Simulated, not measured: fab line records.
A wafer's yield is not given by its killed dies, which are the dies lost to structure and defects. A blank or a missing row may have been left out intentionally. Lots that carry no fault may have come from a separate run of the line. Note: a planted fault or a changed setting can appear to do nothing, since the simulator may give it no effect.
fab line records | flow sky130
[record] lots = 12 wafers = 35 last_day = 50
route steps=708 shown METAL2@499 VIA2@520 VIA3@582 PAD_OPEN@708
lots untouched by any fault: they come from a run of this same line in which no faults occurred
start_h: hours from the record's first day to the start of the lot's first wafer shown | wait_h: hours elapsed since this lot's preceding step | " same as the row above | L1.1+2: one row covering several wafers at once | - either no value or no given start | * or withheld: withheld | < > ~ a bound
route shown NAME@n: NAME is a module with steps in the file, n the number in the route of the first one | usual: mean/standard deviation taken from wafers without a fault | same: alike in all rows | chamber/n: place in a boat | sites: the reading at each site | _std_site: the values' standard deviation | _edge_site: mean of outer sites minus mean of inner sites | radius_mm: for every site, how far away it sits from the centre of the wafer | mask NAME#n: copy n | behind: tool/chamber where the wafer was last shaped | hold: why the lot went on hold/how many hours it stayed there/how the hold came to an end | device: transistor that didn't switch, given as n, p or np | end of line: the same wafers' tests at the end of the route | a step with no rows: only its recipe | killed: the dies lost at the first sort to structure and to defects; this is not the yield of the wafer | map: a wafer's dies, x killed, . not, _ none there
set.NAME: the setting the step ran with; set.NAME@STEP: the setting that earlier step ran with | model.NAME: the simulator's own value behind a step, which no gauge read
the route's steps for a sample of lots (tables are steps, rows are wafers)
services: the hour from which a tool's chamber was out of use, counted from the record's first day as start_h (under 0 if before that day), plus the number of hours and why
[[steps]]
[step SKY_METAL2_OVL_MEAS_16]
[usual] METAL2_OVL = 1/5.2
// columns lot.wafer tool chamber start_h wait_h METAL2_OVL[nm]
L120.1 overlay-01 - 819.29 0.1 11
L120.2 " - " " 2
L120.3 " - " " 5
L122.2 overlay-01 - 846.08 0.1 -1
L122.4 " - " " -6
L122.5 " - " " -2
L123.2 overlay-01 - 851.88 0.1 -4
L123.3 " - " " -8
L123.5 " - " " -5
L126.1 overlay-02 - 880.42 0.1 1
L126.4 " - " " 0
L126.5 " - " " -2
L125.4 overlay-02 - 882.24 0.1 4
L125.5 " - " " 11
L125.6 " - " " 4
L128.2 overlay-02 - 890.48 0.1 -2
L128.3 " - " " -4
L128.6 " - " " 4
L127.2 overlay-02 - 896.38 0.1 9
L127.4 " - " " 8
L127.5 " - " " 6
L130.1 overlay-02 - 898.69 0.1 6
L130.4 " - " " 4
L130.5 " - " " 3
L131.2 overlay-02 - 910.73 0.1 4
L131.6 " - " " 3
L140.1 overlay-02 - 972.64 0.1 -2
L140.3 " - " " -4
L140.6 " - " " 7
L142.1 overlay-02 - 987.54 0.1 5
L142.3 " - " " 4
L142.4 " - " " 8
L143.2 overlay-01 - 988.20 0.1 4
L143.3 " - " " 3
L143.4 " - " " 5
[step SKY_METAL2_DESCUM_17]
[recipe] chemistry = O2 source_power_w = 150 bias_power_w = 0 pressure_mtorr = 10 temp_c = 40 time_s = 8
[usual] drypump_motor_current_A = 5.5/0.54 oes_product_au = 1.000/0.009
[same] time_s = 8
// columns lot.wafer tool chamber start_h wait_h drypump_motor_current_A oes_product_au rf_hours_counter_h
L120.1 rie_metal-02 1 819.33 0.0 6.4 1.012 14
L120.2 " 0 " " 5.0 1.001 3
L120.3 " 0 " " 5.0 1.008 -
L122.2 rie_metal-02 0 846.11 0.0 5.0 1.004 4
L122.4 " 0 " " 5.0 1.006 -
L122.5 " 1 " " 6.4 1.013 -
L123.2 rie_metal-02 0 851.91 0.0 5.0 1.005 4
L123.3 " 0 " " 5.0 1.003 -
L123.5 " 1 " " 6.5 1.005 -
L126.1 rie_metal-01 1 880.46 0.0 5.3 0.986 4
L126.4 " 0 " " 5.2 0.999 -
L126.5 " 0 " " 5.2 0.993 -
L125.4 rie_metal-01 1 882.27 0.0 5.4 0.990 -
L125.5 " 0 " " 5.2 0.993 -
L125.6 " 1 " " 5.4 0.997 -
L128.2 rie_metal-01 0 890.52 0.0 5.2 1.002 -
L128.3 " 0 " " 5.2 0.985 -
L128.6 " 0 " " 5.2 0.988 -
L127.2 rie_metal-04 1 896.41 0.0 5.1 1.003 8
L127.4 " 1 " " 5.1 1.004 -
L127.5 " 0 " " 6.3 1.003 -
L130.1 rie_metal-04 0 898.73 0.0 6.3 1.002 11
L130.4 " 1 " " 5.1 1.010 -
L130.5 " 1 " " 5.1 0.993 -
L131.2 rie_metal-02 1 910.76 0.0 6.5 1.015 18
L131.6 " 0 " " 5.0 1.003 -
L140.1 rie_metal-01 0 972.68 0.0 5.2 1.002 14
L140.3 " 0 " " 5.2 0.997 -
L140.6 " 0 " " 5.2 0.998 -
L142.1 rie_metal-02 0 987.58 0.0 5.0 0.991 12
L142.3 " 1 " " 6.4 0.999 -
L142.4 " 0 " " 5.0 0.996 -
L143.2 rie_metal-04 0 988.23 0.0 6.3 0.993 16
L143.3 " 0 " " 6.3 0.997 -
L143.4 " 1 " " 5.1 1.010 -
[step SKY_VIA2_OVL_MEAS_13]
[usual] VIA2_OVL = 7/5.2
// columns lot.wafer tool chamber start_h wait_h VIA2_OVL[nm]
L120.1 overlay-02 - 847.44 0.1 -6
L120.2 " - " " -2
L120.3 " - " " -5
L122.2 overlay-01 - 874.35 0.1 5
L122.4 " - " " 12
L122.5 " - " " 13
L123.2 overlay-02 - 879.45 0.1 7
L123.3 " - " " 12
L123.5 " - " " 20
L126.1 overlay-02 - 908.09 0.1 13
L126.4 " - " " 6
L126.5 " - " " 11
L125.4 overlay-01 - 909.69 0.1 12
L125.5 " - " " 12
L125.6 " - " " 11
L128.2 overlay-02 - 917.58 0.1 7
L128.3 " - " " 7
L128.6 " - " " 8
L127.2 overlay-02 - 922.78 0.1 3
L127.4 " - " " 7
L127.5 " - " " 10
L130.1 overlay-02 - 925.79 0.1 8
L130.4 " - " " 12
L130.5 " - " " 8
L131.2 overlay-02 - 937.00 0.1 11
L131.6 " - " " 17
L140.1 overlay-01 - 998.04 0.1 1
L140.3 " - " " -2
L140.6 " - " " 1
L142.1 overlay-02 - 1012.43 0.1 11
L142.3 " - " " 15
L142.4 " - " " 8
L143.2 overlay-02 - 1013.43 0.1 11
L143.3 " - " " 11
L143.4 " - " " 13
[step SKY_VIA3_EXPOSE_09]
[recipe] mask_id = VIM3 na = 0.8 source_shape = annular sigma_inner = 0.55 sigma_outer = 0.85 target_cd_nm = 200 dose_mj = 38
// columns lot.wafer tool chamber start_h wait_h mask
L120.1+2+3 krf_scanner-01 0 916.11 - VIM3#0
L122.2+4+5 krf_scanner-01 0 941.62 - VIM3#0
L123.2+3+5 krf_scanner-01 0 946.64 - VIM3#0
L126.1+4+5 krf_scanner-02 0 974.46 - VIM3#0
L125.4+5+6 krf_scanner-02 0 974.88 - VIM3#0
L128.2+3+6 krf_scanner-02 0 984.13 - VIM3#0
L127.2+4+5 krf_scanner-02 0 987.68 - VIM3#0
L130.1+4+5 krf_scanner-02 0 990.82 - VIM3#0
L131.2+6 krf_scanner-02 0 1001.63 - VIM3#0
L140.1+3+6 krf_scanner-01 0 1058.04 - VIM3#0
L142.1+3+4 krf_scanner-02 0 1072.99 - VIM3#0
L143.2+3+4 krf_scanner-02 0 1074.59 - VIM3#0
[step SKY_VIA3_CD_MEAS_12]
[recipe] target_cd_nm = 200
[usual] cd_nm = 199.9/1.2
// columns lot.wafer tool chamber start_h wait_h cd_nm
L120.1 cd_sem-01 - 928.51 - 200.9
L120.2 " - " " 201.9
L120.3 " - " " 203.2
L122.2 cd_sem-02 - 953.33 - 199.0
L122.4 " - " " 197.7
L122.5 " - " " 197.7
L123.2 cd_sem-02 - 958.55 - 199.0
L123.3 " - " " 198.7
L123.5 " - " " 200.8
L126.1 cd_sem-01 - 985.81 - 200.8
L126.4 " - " " 198.6
L126.5 " - " " 198.6
L125.4 cd_sem-02 - 986.53 - 201.0
L125.5 " - " " 201.7
L125.6 " - " " 200.9
L128.2 cd_sem-02 - 995.78 - 199.0
L128.3 " - " " 200.7
L128.6 " - " " 199.3
L127.2 cd_sem-02 - 999.43 - 200.5
L127.4 " - " " 198.5
L127.5 " - " " 200.0
L130.1 cd_sem-01 - 1002.72 - 160.1
L130.4 " - " " 200.5
L130.5 " - " " 200.7
L131.2 cd_sem-02 - 1012.83 - 159.9
L131.6 " - " " 199.8
L140.1 cd_sem-01 - 1068.81 - 200.2
L140.3 " - " " 199.4
L140.6 " - " " 200.6
L142.1 cd_sem-02 - 1083.02 - 197.0
L142.3 " - " " 197.5
L142.4 " - " " 197.7
L143.2 cd_sem-02 - 1084.84 - 200.7
L143.3 " - " " 201.3
L143.4 " - " " 201.1
[step SKY_PAD_OPEN_PROBE_99]
[usual] defect_limited_yield = 82.6/1.8 killed_at_M0_to_M3 = 43/6.6 killed_at_M4_up = 2.9/1.6 killed_at_contacts = 24/4.9 killed_at_front_end = 15/4.5 killed_at_other = 0.2/0.45 killed_dies = 86/8.8 killed_on_rim = 16/4.2 killed_open = 48/6.4 killed_short = 38/5.6 sort_bin_3_pad_short = 0.8/0.38 sort_bin_5_function = 10.2/1.4 sort_bin_6_memory = 6.4/1.1 sort_n_pass = 406/8.8 sort_yield_pct = 82.6/1.8
[same] gross_dies = 492 killed_at_back_side = 0 sort_bin_4_leakage[%] = 0 sort_bin_8_speed[%] = 0
// columns lot.wafer tool chamber start_h wait_h defect_limited_yield[%] killed_at_M0_to_M3 killed_at_M4_up killed_at_contacts killed_at_front_end killed_at_other killed_dies killed_on_rim killed_open killed_short sort_bin_3_pad_short[%] sort_bin_5_function[%] sort_bin_6_memory[%] sort_n_pass sort_yield_pct[%]
L120.1 prober-01 - 1075.66 0.1 83.5 39 3 20 18 1 81 9 48 33 1.0 10.0 5.5 411 83.5
L120.2 prober-01 - 1075.71 0.1 85.6 39 4 16 12 0 71 17 35 36 0.8 7.9 5.7 421 85.6
L120.3 prober-01 - 1075.76 0.2 84.1 41 3 17 16 1 78 11 44 34 1.0 8.1 6.7 414 84.1
L122.2 prober-01 - 1097.12 0.1 83.3 40 2 27 13 0 82 20 44 38 1.4 10.8 4.5 410 83.3
L122.4 prober-01 - 1097.22 0.2 84.1 40 2 24 12 0 78 15 45 33 1.0 8.5 6.3 414 84.1
L122.5 prober-01 - 1097.27 0.2 80.7 49 4 30 12 0 95 21 47 48 1.2 12.2 5.9 397 80.7
L123.2 prober-02 - 1102.99 0.1 84.1 42 6 19 11 0 78 14 46 32 0.4 10.4 5.1 414 84.1
L123.3 prober-02 - 1103.04 0.2 81.3 44 0 27 21 0 92 18 55 37 0.8 12.2 5.7 400 81.3
L123.5 prober-02 - 1103.14 0.2 86.0 42 6 11 9 1 69 13 36 33 0.2 8.9 4.9 423 86.0
L126.1 prober-02 - 1124.93 0.1 80.7 48 1 23 23 0 95 19 58 37 0.8 10.6 7.9 397 80.7
L126.4 prober-02 - 1125.08 0.2 83.1 35 4 29 15 0 83 20 45 38 0.4 10.4 6.1 409 83.1
L126.5 prober-02 - 1125.13 0.2 83.1 37 2 31 13 0 83 13 35 48 1.2 8.9 6.7 409 83.1
L125.4 prober-01 - 1126.39 0.2 83.3 43 6 20 13 0 82 12 45 37 1.0 9.8 5.9 410 83.3
L125.5 prober-01 - 1126.44 0.2 79.1 49 3 31 20 0 103 15 62 41 0.8 13.2 6.9 389 79.1
L125.6 prober-01 - 1126.49 0.2 81.5 45 2 26 18 0 91 15 52 39 0.4 10.4 7.7 401 81.5
L128.2 prober-02 - 1133.44 0.1 81.5 46 3 17 24 1 91 15 51 40 1.2 10.8 6.5 401 81.5
L128.3 prober-02 - 1133.49 0.2 81.1 50 5 25 13 0 93 17 48 45 0.4 9.1 9.3 399 81.1
L128.6 prober-02 - 1133.64 0.2 81.3 48 1 24 19 0 92 17 53 39 0.8 10.8 7.1 400 81.3
L127.2 prober-01 - 1136.98 0.1 81.7 41 4 30 15 0 90 20 46 44 1.0 10.4 6.9 402 81.7
L127.4 prober-01 - 1137.08 0.2 80.9 53 3 27 11 0 94 15 57 37 1.2 10.4 7.5 398 80.9
L127.5 prober-01 - 1137.13 0.2 82.1 42 1 24 21 0 88 21 45 43 1.0 10.4 6.5 404 82.1
L130.1 prober-02 - 1140.03 0.1 28.0 308 5 25 16 0 354 38 50 35 1.0 65.9 5.1 138 28.0
L130.4 prober-02 - 1140.18 0.2 83.1 42 1 19 21 0 83 18 46 37 1.2 10.8 4.9 409 83.1
L130.5 prober-02 - 1140.23 0.2 82.5 44 2 27 13 0 86 9 56 30 1.0 10.2 6.3 406 82.5
L131.2 prober-02 - 1149.63 0.1 23.6 333 4 24 15 0 376 45 54 31 1.2 69.5 5.7 116 23.6
L131.6 prober-02 - 1149.83 0.2 81.5 42 3 30 15 1 91 17 46 45 1.4 10.4 6.7 401 81.5
L140.1 prober-02 - 1190.37 0.1 83.9 45 1 19 14 0 79 9 44 35 1.2 9.1 5.7 413 83.9
L140.3 prober-02 - 1190.47 0.2 81.5 41 3 30 16 1 91 8 42 49 0.8 11.8 5.9 401 81.5
L140.6 prober-02 - 1190.62 0.2 81.1 46 2 27 16 2 93 20 52 41 0.4 11.8 6.7 399 81.1
L142.1 prober-02 - 1203.78 0.1 78.9 51 4 35 14 0 104 21 58 46 0.8 13.4 6.9 388 78.9
L142.3 prober-02 - 1203.88 0.2 81.5 43 7 25 16 0 91 14 50 41 1.6 10.0 6.9 401 81.5
L142.4 prober-02 - 1203.93 0.2 84.6 32 3 26 15 0 76 15 39 37 1.4 8.1 5.9 416 84.6
L143.2 prober-01 - 1204.85 0.1 83.3 37 5 23 17 0 82 22 49 33 0.8 10.8 5.1 410 83.3
L143.3 prober-01 - 1204.90 0.2 83.1 46 2 24 11 0 83 22 47 36 0.6 10.2 6.1 409 83.1
L143.4 prober-01 - 1204.95 0.2 84.1 37 2 20 19 0 78 12 42 36 0.4 10.2 5.3 414 84.1
// killed by level:class
L120.1 VIA1:geometric_particle:open=10 VIA3:geometric_particle:open=6 LI_CONTACT:geometric_particle:open=6 FIELD_ISO:geometric_particle:open=5 CONTACT:geometric_particle:open=5 VIA2:geometric_particle:open=5 METAL3:geometric_particle:short=4 VIA3:geometric_particle:short=4
L120.2 VIA1:geometric_particle:open=12 FIELD_ISO:geometric_particle:short=7 CONTACT:geometric_particle:open=6 METAL2:geometric_particle:short=6 VIA2:geometric_particle:open=5 METAL1:geometric_particle:short=4 METAL4:geometric_particle:short=4 LOCAL_INTERCONNECT:geometric_particle:short=3
L120.3 VIA2:geometric_particle:open=11 VIA1:geometric_particle:open=9 LOCAL_INTERCONNECT:geometric_particle:short=6 FIELD_ISO:geometric_particle:open=3 METAL1:geometric_particle:short=3 POLY_GATE:geometric_particle:open=3 POLY_CUT:geometric_particle:short=3 LI_CONTACT:geometric_particle:open=3
L122.2 CONTACT:geometric_particle:open=11 VIA1:geometric_particle:open=6 LI_CONTACT:geometric_particle:open=6 VIA2:geometric_particle:open=6 VIA1:geometric_particle:short=5 METAL2:geometric_particle:short=5 VIA3:geometric_particle:open=5 FIELD_ISO:geometric_particle:short=4
L122.4 CONTACT:geometric_particle:open=13 VIA2:geometric_particle:open=9 VIA1:geometric_particle:open=7 POLY_GATE:geometric_particle:short=5 METAL2:geometric_particle:short=5 VIA3:geometric_particle:open=5 CONTACT:geometric_particle:short=4 LI_CONTACT:geometric_particle:open=3
L122.5 VIA1:geometric_particle:open=12 CONTACT:geometric_particle:open=10 METAL1:geometric_particle:short=8 POLY_GATE:geometric_particle:short=8 CONTACT:geometric_particle:short=7 LI_CONTACT:geometric_particle:open=6 VIA3:geometric_particle:open=6 METAL2:geometric_particle:short=5
L123.2 VIA1:geometric_particle:open=13 LI_CONTACT:geometric_particle:open=10 METAL1:geometric_particle:short=6 METAL2:geometric_particle:short=5 VIA2:geometric_particle:open=5 POLY_GATE:geometric_particle:open=4 CONTACT:geometric_particle:open=4 METAL4:geometric_particle:short=4
L123.3 LI_CONTACT:geometric_particle:open=10 VIA1:geometric_particle:open=10 CONTACT:geometric_particle:open=9 POLY_GATE:geometric_particle:short=8 VIA3:geometric_particle:open=6 VIA3:geometric_particle:short=6 VIA2:geometric_particle:open=6 POLY_GATE:geometric_particle:open=5
L123.5 VIA1:geometric_particle:open=9 METAL2:geometric_particle:short=5 METAL3:geometric_particle:short=5 VIA2:geometric_particle:open=5 VIA3:geometric_particle:open=5 METAL4:geometric_particle:short=5 LI_CONTACT:geometric_particle:open=4 CONTACT:geometric_particle:open=4
L126.1 VIA1:geometric_particle:open=10 VIA2:geometric_particle:open=9 FIELD_ISO:geometric_particle:short=8 FIELD_ISO:geometric_particle:open=6 LI_CONTACT:geometric_particle:open=6 VIA3:geometric_particle:open=6 CONTACT:geometric_particle:open=5 VIA3:geometric_particle:short=5
L126.4 VIA1:geometric_particle:open=9 CONTACT:geometric_particle:open=8 LI_CONTACT:geometric_particle:open=8 VIA2:geometric_particle:open=6 VIA3:geometric_particle:open=6 POLY_GATE:geometric_particle:short=5 LI_CONTACT:geometric_particle:short=5 VIA1:geometric_particle:short=5
L126.5 METAL1:geometric_particle:short=8 CONTACT:geometric_particle:short=8 LOCAL_INTERCONNECT:geometric_particle:short=7 VIA3:geometric_particle:open=7 LI_CONTACT:geometric_particle:open=6 CONTACT:geometric_particle:open=5 FIELD_ISO:geometric_particle:open=4 LI_CONTACT:geometric_particle:short=4
L125.4 CONTACT:geometric_particle:open=9 FIELD_ISO:geometric_particle:open=8 VIA2:geometric_particle:open=8 VIA1:geometric_particle:open=7 VIA3:geometric_particle:open=6 LOCAL_INTERCONNECT:geometric_particle:short=5 METAL2:geometric_particle:short=5 POLY_GATE:geometric_particle:short=4
L125.5 VIA2:geometric_particle:open=13 CONTACT:geometric_particle:open=11 LI_CONTACT:geometric_particle:open=10 VIA1:geometric_particle:open=8 VIA3:geometric_particle:open=6 METAL2:geometric_particle:short=5 VIA2:geometric_particle:short=5 LOCAL_INTERCONNECT:geometric_particle:short=4
L125.6 CONTACT:geometric_particle:open=11 VIA1:geometric_particle:open=11 VIA1:geometric_particle:short=7 POLY_GATE:geometric_particle:short=6 LI_CONTACT:geometric_particle:open=6 VIA2:geometric_particle:open=6 LOCAL_INTERCONNECT:geometric_particle:short=5 POLY_GATE:geometric_particle:open=5
L128.2 VIA1:geometric_particle:open=11 VIA3:geometric_particle:open=9 METAL2:geometric_particle:short=6 FIELD_ISO:geometric_particle:short=5 FIELD_ISO:geometric_particle:open=5 POLY_GATE:geometric_particle:short=5 VIA3:geometric_particle:short=5 LI_CONTACT:geometric_particle:open=5
L128.3 VIA1:geometric_particle:open=13 METAL1:geometric_particle:short=9 LI_CONTACT:geometric_particle:open=8 VIA2:geometric_particle:open=7 VIA3:geometric_particle:open=7 FIELD_ISO:geometric_particle:short=5 CONTACT:geometric_particle:open=5 LOCAL_INTERCONNECT:geometric_particle:short=5
L128.6 CONTACT:geometric_particle:open=12 VIA1:geometric_particle:open=12 VIA2:geometric_particle:open=9 POLY_GATE:geometric_particle:open=7 VIA2:geometric_particle:short=7 VIA1:geometric_particle:short=6 VIA3:geometric_particle:open=5 FIELD_ISO:geometric_particle:short=4
L127.2 CONTACT:geometric_particle:open=12 CONTACT:geometric_particle:short=7 FIELD_ISO:geometric_particle:open=6 VIA1:geometric_particle:open=6 VIA3:geometric_particle:open=6 VIA2:geometric_particle:open=5 METAL1:geometric_particle:short=5 LI_CONTACT:geometric_particle:open=4
L127.4 VIA1:geometric_particle:open=15 LI_CONTACT:geometric_particle:open=10 VIA1:geometric_particle:short=7 METAL2:geometric_particle:short=7 CONTACT:geometric_particle:open=6 VIA3:geometric_particle:open=6 METAL2:geometric_particle:open=5 VIA3:geometric_particle:short=5
L127.5 FIELD_ISO:geometric_particle:short=8 LI_CONTACT:geometric_particle:open=7 VIA2:geometric_particle:open=7 VIA3:geometric_particle:open=6 CONTACT:geometric_particle:short=6 CONTACT:geometric_particle:open=5 VIA1:geometric_particle:short=5 FIELD_ISO:geometric_particle:open=4
L130.1 VIA3:area_expose=269 CONTACT:geometric_particle:open=10 VIA3:geometric_particle:open=10 VIA1:geometric_particle:open=10 LI_CONTACT:geometric_particle:open=6 FIELD_ISO:geometric_particle:open=5 METAL4:geometric_particle:short=4 METAL2:geometric_particle:short=4
L130.4 VIA2:geometric_particle:open=10 LI_CONTACT:geometric_particle:open=9 METAL1:geometric_particle:short=6 POLY_GATE:geometric_particle:open=5 POLY_GATE:geometric_particle:short=5 LOCAL_INTERCONNECT:geometric_particle:short=5 VIA3:geometric_particle:open=5 FIELD_ISO:geometric_particle:open=4
L130.5 VIA1:geometric_particle:open=15 CONTACT:geometric_particle:open=11 LI_CONTACT:geometric_particle:open=8 METAL3:geometric_particle:short=5 METAL1:geometric_particle:short=5 VIA2:geometric_particle:open=5 FIELD_ISO:geometric_particle:open=4 VIA3:geometric_particle:open=4
L131.2 VIA3:area_expose=291 VIA1:geometric_particle:open=13 CONTACT:geometric_particle:open=10 LI_CONTACT:geometric_particle:open=10 METAL1:geometric_particle:short=7 POLY_GATE:geometric_particle:open=6 VIA2:geometric_particle:open=5 VIA1:geometric_particle:short=4
L131.6 VIA1:geometric_particle:open=14 CONTACT:geometric_particle:open=13 POLY_GATE:geometric_particle:short=7 CONTACT:geometric_particle:short=6 LOCAL_INTERCONNECT:geometric_particle:short=6 VIA2:geometric_particle:open=6 FIELD_ISO:geometric_particle:short=5 VIA3:geometric_particle:short=5
L140.1 VIA1:geometric_particle:open=10 METAL1:geometric_particle:short=8 VIA2:geometric_particle:open=8 CONTACT:geometric_particle:open=7 FIELD_ISO:geometric_particle:open=5 LI_CONTACT:geometric_particle:open=5 CONTACT:geometric_particle:short=5 VIA1:geometric_particle:short=5
L140.3 CONTACT:geometric_particle:open=14 VIA1:geometric_particle:open=8 METAL1:geometric_particle:short=8 METAL2:geometric_particle:short=6 POLY_GATE:geometric_particle:short=5 CONTACT:geometric_particle:short=5 FIELD_ISO:geometric_particle:open=4 LI_CONTACT:geometric_particle:open=4
L140.6 VIA3:geometric_particle:open=12 VIA1:geometric_particle:open=10 LOCAL_INTERCONNECT:geometric_particle:short=8 CONTACT:geometric_particle:open=8 LI_CONTACT:geometric_particle:open=6 VIA2:geometric_particle:open=4 CONTACT:geometric_particle:short=4 VIA1:geometric_particle:short=4
L142.1 CONTACT:geometric_particle:open=16 VIA1:geometric_particle:open=11 VIA1:geometric_particle:short=8 LI_CONTACT:geometric_particle:open=7 METAL1:geometric_particle:short=6 LI_CONTACT:geometric_particle:short=5 METAL3:geometric_particle:short=5 VIA2:geometric_particle:open=5
L142.3 VIA2:geometric_particle:open=10 CONTACT:geometric_particle:open=7 VIA1:geometric_particle:open=7 METAL2:geometric_particle:short=7 CONTACT:geometric_particle:short=6 VIA3:geometric_particle:open=5 METAL4:geometric_particle:short=5 FIELD_ISO:geometric_particle:open=4
L142.4 POLY_GATE:geometric_particle:open=8 LI_CONTACT:geometric_particle:open=7 METAL2:geometric_particle:short=7 LI_CONTACT:geometric_particle:short=6 CONTACT:geometric_particle:open=6 VIA1:geometric_particle:open=6 VIA1:geometric_particle:short=5 LOCAL_INTERCONNECT:geometric_particle:short=5
L143.2 VIA3:geometric_particle:open=9 LI_CONTACT:geometric_particle:open=8 CONTACT:geometric_particle:open=8 POLY_GATE:geometric_particle:short=6 VIA1:geometric_particle:open=6 VIA2:geometric_particle:open=5 METAL1:geometric_particle:short=5 FIELD_ISO:geometric_particle:short=4
L143.3 LI_CONTACT:geometric_particle:open=10 VIA1:geometric_particle:open=10 VIA3:geometric_particle:open=8 VIA2:geometric_particle:open=6 VIA2:geometric_particle:short=6 VIA3:geometric_particle:short=5 FIELD_ISO:geometric_particle:open=4 METAL2:geometric_particle:short=4
L143.4 CONTACT:geometric_particle:open=10 METAL1:geometric_particle:short=8 METAL2:geometric_particle:short=7 VIA1:geometric_particle:open=6 VIA2:geometric_particle:open=6 FIELD_ISO:geometric_particle:short=5 POLY_GATE:geometric_particle:open=5 LOCAL_INTERCONNECT:geometric_particle:short=5
[[services]]
// columns tool chamber start_h hours kind
krf_scanner-01 - 826.40 0.8 pm
krf_scanner-01 - 832.99 0.8 pm
rie_metal-04 0 840.16 5.6 repair
krf_scanner-01 - 858.36 1.3 pm
krf_scanner-02 - 878.42 0.8 pm
rie_metal-01 1 886.97 13.6 repair
krf_scanner-02 - 903.92 1.3 pm
krf_scanner-01 - 913.32 1.0 pm
krf_scanner-02 - 923.39 1.0 pm
rie_metal-02 1 927.32 - clean
rie_metal-02 1 927.32 24.4 scheduled_down
rie_metal-02 1 927.32 24.4 vent_cycle
rie_metal-04 - 929.45 5.5 repair
krf_scanner-01 - 946.86 0.3 repair
krf_scanner-02 - 949.08 2.5 repair
krf_scanner-02 - 951.55 4.0 pm
krf_scanner-02 - 955.63 3.6 pm
krf_scanner-01 - 960.45 36.0 pm
krf_scanner-01 - 996.45 0.8 pm
krf_scanner-01 - 1005.78 0.4 repair
krf_scanner-01 - 1034.26 1.3 pm
krf_scanner-02 - 1047.22 0.8 pm
[[key]]
[first_sign] step = SKY_VIA3_CD_MEAS_12 reading = cd_nm direction = down sigmas = 33 usual = 199.9 struck = 160.0
[effect] step = SKY_PAD_OPEN_PROBE_99 reading = sort_bin_5_function direction = up sigmas = 42 usual = 10.2 struck = 67.7
[more_kills_born_at] SKY_VIA3_EXPOSE_09@krf_scanner-02 = 560
met_at SKY_VIA3_EXPOSE_09
struck_lots L130,L131
struck_wafers L130.1,L131.2
later_rows_left_out L130.1,L131.2
not_acting_at SKY_METAL2_OVL_MEAS_16,SKY_METAL2_DESCUM_17,SKY_VIA2_OVL_MEAS_13
[fault] kind = process_parameter_drift tool = krf_scanner-02 chamber = - onset_h = 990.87 steps = SKY_VIA3_EXPOSE_09 channel = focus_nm offset = 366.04 shape = step end_h = 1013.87 scope = struck_wafers_only
// later_rows_left_out: the simulator's readings of these wafers behind a module that went badly wrong aren't trusted and aren't shown, but for the sort
